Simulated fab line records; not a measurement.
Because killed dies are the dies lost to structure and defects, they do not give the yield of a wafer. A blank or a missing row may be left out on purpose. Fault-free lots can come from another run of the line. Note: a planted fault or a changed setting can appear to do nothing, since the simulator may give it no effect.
Comparing a struck lot with a sound one -- flow sky130 -- 14 out of 708 route steps
Sound: wafers L603.1, L603.2, L603.5. Wafers L614.1, L614.5, L614.6 were the ones struck. The cause is named last.
Each step with rows lists, per side, the tool, then ch with its chambers, then its first start. Under that, the readings that differ: sound wafers -- struck wafers -- difference of the means -- sigmas: that difference in standard deviations of wafers without a fault.
alike: a reading whose means differ by less than 2 such deviations, as well as words and numbers matching on both sides. not compared: withheld readings; readings where some wafer has no value; bounds like >300 that might hide an equal value; numbers whose values overlap and for which the record gives no deviation.
Wherever a step has rows on one side only, a row that says differs or no value, or a row with sigmas, the two part there. Numbers that have no deviation but don't overlap get no sigmas and don't part them. A reading missing from all wafers of one side parts the sides only when that side holds two or more wafers.

first, 2 steps without rows for these wafers: SKY_METAL1_CLEAN_23 (cleans in O3/DIW); SKY_VIA1_HDPCVD_00 (deposits SiO2, target thk 1030 nm, time 171.7 s).
SKY_VIA1_THK_MEAS_01:
  sound on film metro-02, day 35 00:29; struck on film metro-02, day 36 15:56
  alike: VIA1_HDPCVD_THK
SKY_VIA1_CMP_02: polishes SiO2.
  sound on cmp-02 ch 1,2, day 35 00:36; struck on cmp-01 ch 0,1,2, day 36 16:05
  alike: motor current A
SKY_VIA1_BOW_MEAS_03:
  sound on film metro-01, day 35 00:51; struck on film metro-01, day 36 16:17
  alike: VIA1_BOW
then, 7 steps without rows for these wafers: SKY_VIA1_DEHYDRATE_04 (time 60 s); SKY_VIA1_HMDS_05 (prime time 60 s); SKY_VIA1_COAT_06 (resist thk 60 nm); SKY_VIA1_COAT_07 (resist thk 450 nm); SKY_VIA1_SOFTBAKE_08 (time 90 s); SKY_VIA1_EXPOSE_09 (exposes mask VIM, target cd 150 nm); SKY_VIA1_PEB_10.
SKY_VIA1_DEVELOP_11: develop time 60 s.
  struck on litho track-02, day 37 19:00; sound on litho track-03 ch 0, day 36 02:00
  no value came back on the struck wafers for chill plate temp C (C), develop time s (s); on the sound wafers chill plate temp C (C) reads 22.92 23.09 23.03
reading,sound,struck,difference,sigmas
model.KrF-thick_of_VIA1_COAT_07.thk nm (nm),439.3 439.5 439.1,449.5 449.3 449,+10.0,
SKY_VIA1_CD_MEAS_12 targets a cd of 150 nm.
  sound on cd sem-01, day 36 02:41; struck on cd sem-02, day 37 19:22
reading,sound,struck,difference,sigmas
cd nm (nm),152.4 153.0 152.7,- - -,no value on the struck wafers,

== WHERE THEY PART ==
At SKY_VIA1_DEVELOP_11 first; at SKY_VIA1_CD_MEAS_12 last (within this record only).

WHY: what the simulator had put in
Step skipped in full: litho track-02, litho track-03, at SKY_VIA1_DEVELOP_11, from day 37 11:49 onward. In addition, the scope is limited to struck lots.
